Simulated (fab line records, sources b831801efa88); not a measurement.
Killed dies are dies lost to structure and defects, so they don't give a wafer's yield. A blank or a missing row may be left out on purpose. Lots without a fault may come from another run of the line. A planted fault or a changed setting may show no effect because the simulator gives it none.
A struck lot beside a sound one | flow sky130 | 16 steps out of a route of 708
Sound: wafers L411.1, L411.2, L411.5. Struck: wafers L415.3, L415.5. The cause comes at the end.
At each step with rows: each side's tool, then ch and its chambers, then its first start. Under that, the readings that differ: sound wafers | struck wafers | difference of the means | sigmas: that difference in standard deviations of wafers without a fault.
alike: readings whose means differ by less than 2 such deviations, and words and numbers that are the same on both sides. not compared: withheld readings, readings that some wafer has no value for, bounds like >300 that may hide the same value, and numbers for which the record gives no deviation and whose values overlap.
The two part at a step that has a row with sigmas, a row that says differs or no value, or rows on one side only. Numbers that don't overlap but have no deviation are shown without sigmas and don't part them. A reading that every wafer of one side lacks parts them only if that side has two wafers or more.

first, 1 step without rows for these wafers: SKY_FIELD_ISO_CVD_03 (deposits Si3N4 from DCS/NH3, target thk 165 nm, time 2830 s).
SKY_FIELD_ISO_THK_MEAS_04:
  sound on film_metro-01, day 3 05:58; struck on film_metro-01, day 4 01:30
  alike: FIELD_ISO_CVD_03_THK
then, 8 steps without rows for these wafers: SKY_FIELD_ISO_DEHYDRATE_05 (time 60 s); SKY_FIELD_ISO_HMDS_06 (prime time 60 s); SKY_FIELD_ISO_COAT_07 (resist thk 60 nm); SKY_FIELD_ISO_COAT_08 (resist thk 450 nm); SKY_FIELD_ISO_SOFTBAKE_09 (time 90 s); SKY_FIELD_ISO_EXPOSE_10 (exposes mask FOM, target cd 150 nm); SKY_FIELD_ISO_PEB_11; SKY_FIELD_ISO_DEVELOP_12 (develop time 60 s).
SKY_FIELD_ISO_CD_MEAS_13: target cd 150 nm.
  sound on cd_sem-01, day 3 22:08; struck on cd_sem-02, day 4 18:46
  alike: cd_nm
SKY_FIELD_ISO_ETCH_14: etches BARC in N2/H2, stops on SiO2, time 45.9 s, target depth 60 nm.
  sound on rie_diel-02 ch 0,3, day 3 22:15; struck on rie_diel-02 ch 1,3, day 4 18:51
  alike: drypump_motor_current_A, oes_product_au, throttle_valve_pct
  not compared: rf_hours_counter_h
SKY_FIELD_ISO_ETCH_15: etches the open film in CHF3/O2, stops on Si, target depth 180 nm, time 72 s.
  sound on rie_diel-02 ch 0,3, day 3 22:18; struck on rie_diel-02 ch 1,3, day 4 18:54
  reading                                          | sound             | struck      | difference | sigmas
  oes_product_au (a.u.)                            | 0.950 0.946 0.952 | 0.701 0.703 | -0.247     | -41
  throttle_valve_pct (%)                           | 8.862 8.839 8.831 | 8.778 8.775 | -0.067     | -7
  model.KrF-thick_of_FIELD_ISO_COAT_08.thk_nm (nm) | 240.2 235.6 239.4 | 310.1 310.6 | +72.0      |
  alike: chf3_flow_sccm, drypump_motor_current_A
  not compared: rf_hours_counter_h
SKY_FIELD_ISO_STRIP_16: strips in O2/N2.
  sound on plasma_asher-02 ch 0,1, day 3 22:21; struck on plasma_asher-01 ch 0, day 4 18:59
  reading                      | sound             | struck      | difference | sigmas
  oes_product_au (a.u.)        | 0.383 0.372 0.378 | 0.413 0.409 | +0.033     | +7
  strip_time_to_endpoint_s (s) | 3.585 3.545 3.578 | 4.323 4.329 | +0.757     | +28
  alike: drypump_motor_current_A
  not compared: rf_hours_counter_h
SKY_FIELD_ISO_ETCH_17: etches Si in HBr/Cl2/O2, target depth 342 nm, time 97.7 s.
  sound on rie_si-01 ch 0,1, day 3 22:27; struck on rie_si-02 ch 0,3, day 4 19:03
  alike: drypump_motor_current_A, oes_product_au, throttle_valve_pct
  not compared: rf_hours_counter_h
-- the record jumps here: 44 days lie between the struck wafers' starts before and after (it left off in module FIELD_ISO and takes up again in module PAD_OPEN, whose first step shown is number 708 of the route) --
SKY_PAD_OPEN_PROBE_99:
  sound on prober-02, day 48 01:25; struck on prober-01, day 48 15:07
  reading             | sound | struck  | difference | sigmas
  killed_at_front_end | 15 14 | 421 429 | +410       | +93
  killed_dies         | 84 93 | 492 492 | +404       | +44
  killed_on_rim       | 16 15 | 96 96   | +80        | +23
  alike: killed_at_M0_to_M3, killed_at_M4_up, killed_at_contacts, killed_at_other, killed_open, killed_short

WHERE THEY PART
First at SKY_FIELD_ISO_ETCH_15; last, within this record, at SKY_PAD_OPEN_PROBE_99.

WHY: what the simulator had put in
Process parameter drift: rie_diel-02, from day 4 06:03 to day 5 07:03, at SKY_FIELD_ISO_ETCH_15. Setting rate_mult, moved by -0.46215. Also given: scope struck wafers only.
